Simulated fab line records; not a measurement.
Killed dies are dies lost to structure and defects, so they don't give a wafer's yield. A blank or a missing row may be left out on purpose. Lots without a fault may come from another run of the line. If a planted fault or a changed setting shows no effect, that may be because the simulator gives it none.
The tool behind it: which one? + flow sky130 + 33 wafers from 11 lots sampled at 5 of the route's 708 steps

WHAT THE GAUGES READ, wafer by wafer
SKY_SONOS_ONO_THK_MEAS_01.
| lot  | measured     | on            | SONOS_ONO_OXIDATION_THK (nm) |
|------|--------------|---------------|------------------------------|
| L674 | day 11 07:44 | film-metro-03 | 2.60 2.60 2.55               |
| L677 | day 12 08:59 | film-metro-03 | 2.56 2.57 2.63               |
| L676 | day 12 11:01 | film-metro-03 | 2.63 2.58 2.59               |
| L678 | day 12 19:07 | film-metro-02 | 2.61 2.59 2.66               |
| L682 | day 13 23:22 | film-metro-02 | 2.14 2.19 2.15               |
| L683 | day 14 07:09 | film-metro-01 | 2.12 2.10 2.06               |
| L691 | day 16 23:23 | film-metro-02 | 2.62 2.62 2.67               |
| L694 | day 17 14:11 | film-metro-03 | 2.57 2.47 2.49               |
| L695 | day 17 20:31 | film-metro-02 | 2.51 2.51 2.56               |
| L696 | day 18 06:00 | film-metro-01 | 2.67 2.63 2.66               |
| L697 | day 18 21:25 | film-metro-01 | 2.62 2.69 2.62               |

SKY_LDD_LDN_TW_MEAS_13.
| lot  | measured     | on            | LDD_LDN_TW     |
|------|--------------|---------------|----------------|
| L674 | day 22 18:02 | film-metro-03 | 1482 1480 1491 |
| L677 | day 24 16:35 | film-metro-02 | 1474 1479 1481 |
| L676 | day 24 15:47 | film-metro-02 | 1482 1482 1483 |
| L678 | day 28 07:02 | film-metro-01 | 1454 1453 1456 |
| L682 | day 28 10:38 | film-metro-03 | 1479 1480 1483 |
| L683 | day 28 09:26 | film-metro-02 | 1463 1464 1471 |
| L691 | day 28 21:08 | film-metro-01 | 1468 1472 1466 |
| L694 | day 29 10:38 | film-metro-02 | 1472 1469 1477 |
| L695 | day 29 15:56 | film-metro-03 | 1475 1470 1471 |
| L696 | day 30 00:44 | film-metro-03 | 1485 1476 1468 |
| L697 | day 30 14:48 | film-metro-03 | 1478 1483 1482 |

WHICH TOOL RAN EACH LOT (tool, then ch and the chambers of the sampled wafers, then the start)
| lot  | SKY_PWDE_STRIP_09                   | SKY_SONOS_ONO_OXIDATION_00    | SKY_RES_PROTECT_STRIP_07             |
|------|-------------------------------------|-------------------------------|--------------------------------------|
| L674 | plasma-asher-02 ch 0,1, day 3 20:47 | furnace-02 ch 0, day 11 06:23 | plasma-asher-03 ch 0,1, day 15 07:04 |
| L677 | plasma-asher-03 ch 0,1, day 4 14:20 | furnace-02 ch 0, day 12 07:38 | plasma-asher-04 ch 0,1, day 15 23:42 |
| L676 | plasma-asher-01 ch 0,1, day 4 14:41 | furnace-01 ch 0, day 12 09:40 | plasma-asher-04 ch 0,1, day 15 21:22 |
| L678 | plasma-asher-02 ch 0,1, day 4 17:11 | furnace-01 ch 0, day 12 17:47 | plasma-asher-03 ch 0,1, day 20 17:12 |
| L682 | plasma-asher-02 ch 0, day 5 17:47   | furnace-01 ch 0, day 13 22:01 | plasma-asher-03 ch 0,1, day 20 17:48 |
| L683 | plasma-asher-01 ch 1, day 5 22:26   | furnace-01 ch 0, day 14 05:49 | plasma-asher-03 ch 0,1, day 20 17:30 |
| L691 | plasma-asher-01 ch 0,1, day 7 22:38 | furnace-02 ch 0, day 16 22:02 | plasma-asher-02 ch 0,1, day 21 07:12 |
| L694 | plasma-asher-01 ch 0,1, day 8 12:49 | furnace-02 ch 0, day 17 12:51 | plasma-asher-03 ch 0,1, day 21 20:12 |
| L695 | plasma-asher-02 ch 0,1, day 8 17:05 | furnace-02 ch 0, day 17 19:10 | plasma-asher-03 ch 0,1, day 22 03:28 |
| L696 | plasma-asher-01 ch 0,1, day 8 23:41 | furnace-01 ch 0, day 18 04:39 | plasma-asher-03 ch 0,1, day 22 13:26 |
| L697 | plasma-asher-02 ch 0,1, day 9 09:11 | furnace-01 ch 0, day 18 20:02 | plasma-asher-02 ch 0,1, day 23 02:26 |
- SKY_PWDE_STRIP_09: strips in O2/N2.
- SKY_SONOS_ONO_OXIDATION_00: stabilise 600 s, purge 300 s, target thk 2.6 nm.
- SKY_RES_PROTECT_STRIP_07: strips in O2/N2.

WHAT THE TOOLS THEMSELVES READ (means of the sampled wafers that have a number; where no wafer has one, the mark that the record gives instead)
SKY_PWDE_STRIP_09.
| lot  | tool            | drypump-motor-current-A (A) | oes-product-au (a.u.) | strip-time-to-endpoint-s (s) |
|------|-----------------|-----------------------------|-----------------------|------------------------------|
| L674 | plasma-asher-02 | 5.8                         | 0.724                 | 36.78                        |
| L677 | plasma-asher-03 | 5.3                         | 0.722                 | 37.01                        |
| L676 | plasma-asher-01 | 5.5                         | 0.723                 | 36.88                        |
| L678 | plasma-asher-02 | 6.2                         | 0.722                 | 36.91                        |
| L682 | plasma-asher-02 | 6.7                         | 0.727                 | 36.83                        |
| L683 | plasma-asher-01 | 5.6                         | 0.721                 | 36.85                        |
| L691 | plasma-asher-01 | 5.4                         | 0.726                 | 36.93                        |
| L694 | plasma-asher-01 | 5.4                         | 0.721                 | 36.85                        |
| L695 | plasma-asher-02 | 6.3                         | 0.724                 | 36.81                        |
| L696 | plasma-asher-01 | 5.5                         | 0.724                 | 36.90                        |
| L697 | plasma-asher-02 | 5.8                         | 0.720                 | 36.79                        |

SKY_SONOS_ONO_OXIDATION_00.
| lot  | tool       | spike-tc-centre-C (C) | spike-tc-lower-C (C) | spike-tc-top-C (C) | spike-tc-upper-C (C) | tube-center-temp-C (C) | tube_center_temp_C_max | zone-power-centre-pct (%) |
|------|------------|-----------------------|----------------------|--------------------|----------------------|------------------------|------------------------|---------------------------|
| L674 | furnace-02 | 801.5                 | 800.4                | 810.9              | 800.4                | 800                    | 802.0                  | 16.1                      |
| L677 | furnace-02 | 801.1                 | 799.6                | 811.3              | 799.8                | 800                    | 801.9                  | 16.0                      |
| L676 | furnace-01 | 798.1                 | 798.9                | 813.5              | 799.5                | 800                    | 802.2                  | 14.9                      |
| L678 | furnace-01 | 798.2                 | 798.5                | 813.8              | 798.7                | 800                    | 802.0                  | 14.8                      |
| L682 | furnace-01 | 785.7                 | 785.4                | 801.7              | 787.9                | 787                    | 789.1                  | 14.2                      |
| L683 | furnace-01 | 784.8                 | 785.2                | 802.5              | 787.7                | 787                    | 789.2                  | 14.4                      |
| L691 | furnace-02 | 800.6                 | 799.3                | 810.7              | 800.9                | 800                    | 802.1                  | 16.1                      |
| L694 | furnace-02 | 800.2                 | 800.0                | 810.7              | 799.6                | 800                    | 801.8                  | 16.0                      |
| L695 | furnace-02 | 801.5                 | 800.2                | 810.9              | 800.5                | 800                    | 802.3                  | 15.8                      |
| L696 | furnace-01 | 797.3                 | 799.1                | 813.6              | 800.5                | 800                    | 802.2                  | 14.8                      |
| L697 | furnace-01 | 797.9                 | 798.0                | 812.8              | 799.9                | 800                    | 802.3                  | 14.8                      |

SKY_RES_PROTECT_STRIP_07.
| lot  | tool            | drypump-motor-current-A (A) | oes-product-au (a.u.) | strip-time-to-endpoint-s (s) |
|------|-----------------|-----------------------------|-----------------------|------------------------------|
| L674 | plasma-asher-03 | 5.2                         | 0.515                 | 23.24                        |
| L677 | plasma-asher-04 | 5.7                         | 0.519                 | 23.32                        |
| L676 | plasma-asher-04 | 5.6                         | 0.518                 | 23.29                        |
| L678 | plasma-asher-03 | 5.2                         | 0.516                 | 23.37                        |
| L682 | plasma-asher-03 | 5.5                         | 0.521                 | 23.30                        |
| L683 | plasma-asher-03 | 5.5                         | 0.520                 | 23.32                        |
| L691 | plasma-asher-02 | 6.3                         | 0.517                 | 23.24                        |
| L694 | plasma-asher-03 | 5.2                         | 0.516                 | 23.27                        |
| L695 | plasma-asher-03 | 5.2                         | 0.519                 | 23.30                        |
| L696 | plasma-asher-03 | 5.5                         | 0.514                 | 23.31                        |
| L697 | plasma-asher-02 | 6.3                         | 0.514                 | 23.27                        |

THE ANSWER, worked out from the rows above alone
Rule: usual is defined by the lots themselves. Put in order of their means at a reading, lots are off if they are a third of the lots or fewer, leave a main group of 4 or more, and stand apart from it by a gap of 3 or more times the standard deviation of the main group's means; of several such gaps the widest counts. A main group is skipped when, at the precision printed for the reading in the tables above, its means are all equal. A lot without any number at a reading at which 4 lots or more have one is off too. Any other lot the step has rows for is counted as sound. First the gauges in route order, then the tools' own readings, where a lot's mean is used as printed above. At the first step where some lot is off, the reading lying furthest off is the one used; lots without a number count as furthest.
Off: at SKY_SONOS_ONO_THK_MEAS_01 (SONOS_ONO_OXIDATION_THK), L682, L683. Main group: mean 2.60 nm, sd 0.047.
A tool fits if, at a process step before that reading, it ran every lot that is off, and no sound lot after the first of them. The gauges at SKY_SONOS_ONO_THK_MEAS_01 aren't tried: what is off there is off at SKY_SONOS_ONO_OXIDATION_00 too, on other tools, and a gauge's error can't cause that. None of those tried fits.

WHAT WAS PUT IN BY THE SIMULATOR
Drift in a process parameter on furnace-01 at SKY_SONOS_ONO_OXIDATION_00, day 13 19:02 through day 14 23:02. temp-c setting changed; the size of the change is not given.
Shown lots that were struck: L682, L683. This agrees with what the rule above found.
